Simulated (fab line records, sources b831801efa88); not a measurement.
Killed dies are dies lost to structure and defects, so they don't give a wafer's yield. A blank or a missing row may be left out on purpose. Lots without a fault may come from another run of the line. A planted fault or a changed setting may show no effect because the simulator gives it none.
Split-lot experiment | flow sfq_line | 5 lots, 23 wafers read, on a route of 325 steps

THE SPLIT
At SFQ_TRILAYER_I1_VIA_LITHO_COAT_049 (resist thk 650 nm), the setting spin_rpm was moved away from the recipe's 3000 rpm on 8 of the 23 wafers read, by -4.2% to +4.5%. The other wafers ran this setting at the recipe's value.

The file shows no step between the split and the reading.

THE READING
KrF_of_TRILAYER_I1_VIA_LITHO_COAT_049.thk_nm (the simulator's own value, which no gauge read), in nm, at SFQ_TRILAYER_I1_VIA_BARC_OPEN_VIA_ETCH_071 (etches BARC in O2, target depth 125 nm, time 41.7 s). The file gives no usual value for it. The 15 wafers here that ran the recipe average 568.8 nm, standard deviation 2.9 nm.

wafer  | tool, chamber at the split | spin_rpm as run, rpm | against the recipe | KrF_of_TRILAYER_I1_VIA_LITHO_COAT_049.thk_nm, nm | against lot-mates on the recipe
L080.2 | litho_track-04, 0          | 3135                 | +4.5%              | 556.7                                            | -9.8
L080.3 | litho_track-04, 0          | 3000                 | recipe             | 566.8                                            | -
L080.4 | litho_track-04, 0          | 3000                 | recipe             | 566.3                                            | -
L080.5 | litho_track-04, 0          | 3135                 | +4.5%              | 554.3                                            | -12.2
L080.6 | litho_track-04, 0          | 3000                 | recipe             | 566.5                                            | -
L081.1 | litho_track-02, 0          | 3000                 | recipe             | 570.4                                            | -
L081.2 | litho_track-02, 0          | 3000                 | recipe             | 567.2                                            | -
L081.3 | litho_track-02, 0          | 3000                 | recipe             | 568.8                                            | -
L082.1 | litho_track-04, 0          | 3000                 | recipe             | 564.5                                            | -
L082.2 | litho_track-04, 0          | 3000                 | recipe             | 571.5                                            | -
L082.3 | litho_track-04, 0          | 3000                 | recipe             | 567.7                                            | -
L082.4 | litho_track-04, 0          | 3000                 | recipe             | 569.9                                            | -
L082.5 | litho_track-04, 0          | 3000                 | recipe             | 563.9                                            | -
L084.1 | litho_track-03, 0          | 3000                 | recipe             | 574.2                                            | -
L084.2 | litho_track-03, 0          | 3000                 | recipe             | 573.3                                            | -
L084.4 | litho_track-03, 0          | 2873                 | -4.2%              | 591.5                                            | +17.8
L084.5 | litho_track-03, 0          | 2873                 | -4.2%              | 591.9                                            | +18.1
L084.6 | litho_track-03, 0          | 2873                 | -4.2%              | 585.9                                            | +12.1
L085.1 | litho_track-02, 0          | 2922                 | -2.6%              | 580.5                                            | +10.0
L085.2 | litho_track-02, 0          | 3000                 | recipe             | 570.2                                            | -
L085.3 | litho_track-02, 0          | 2922                 | -2.6%              | 584.4                                            | +13.9
L085.5 | litho_track-02, 0          | 3000                 | recipe             | 570.8                                            | -
L085.6 | litho_track-02, 0          | 2922                 | -2.6%              | 582.4                                            | +11.9

THE FIT
A straight line over all 23 wafers: KrF_of_TRILAYER_I1_VIA_LITHO_COAT_049.thk_nm changes by -4.17 nm for each +1% of spin_rpm; r = -0.94; the points scatter about the line by 3.4 nm.
The same after taking each lot's own level away (the mean of its wafers on the recipe; 23 wafers): -3.35 nm for each +1%; r = -0.95; scatter 2.5 nm.
On that fit, the largest move of spin_rpm shifts the reading by 15 nm.
The lots' own levels span 566.53 to 573.75 nm, that is 2.5 times the standard deviation above.
So the lot-to-lot level changes the slope: the two fits differ.
Check: with one of the wafers moved furthest among these (+4.5%) left out of the fit, the line predicts -15.7 nm for it against its lot-mates. It came out at -9.83 nm against them.

THE WHOLE CHAIN: every reading that the file lists as answering this split, in the file's order
step                                       | what it does                                        | reading                                                                                       | change (the file's fit)              | r (the file's)
SFQ_TRILAYER_I1_VIA_LITHO_COAT_049         | resist thk 650 nm                                   | KrF_of_TRILAYER_I1_VIA_LITHO_COAT_049.thk_nm (the simulator's own value, which no gauge read) | -3.01 nm for each +1% of the setting | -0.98
SFQ_TRILAYER_I1_VIA_BARC_OPEN_VIA_ETCH_071 | etches BARC in O2, target depth 125 nm, time 41.7 s | KrF_of_TRILAYER_I1_VIA_LITHO_COAT_049.thk_nm (the simulator's own value, which no gauge read) | -3.3 nm for each +1% of the setting  | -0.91

THE FILE'S OWN FIT
KrF_of_TRILAYER_I1_VIA_LITHO_COAT_049.thk_nm changes by -3.3 nm for each +1% of spin_rpm, r = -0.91.
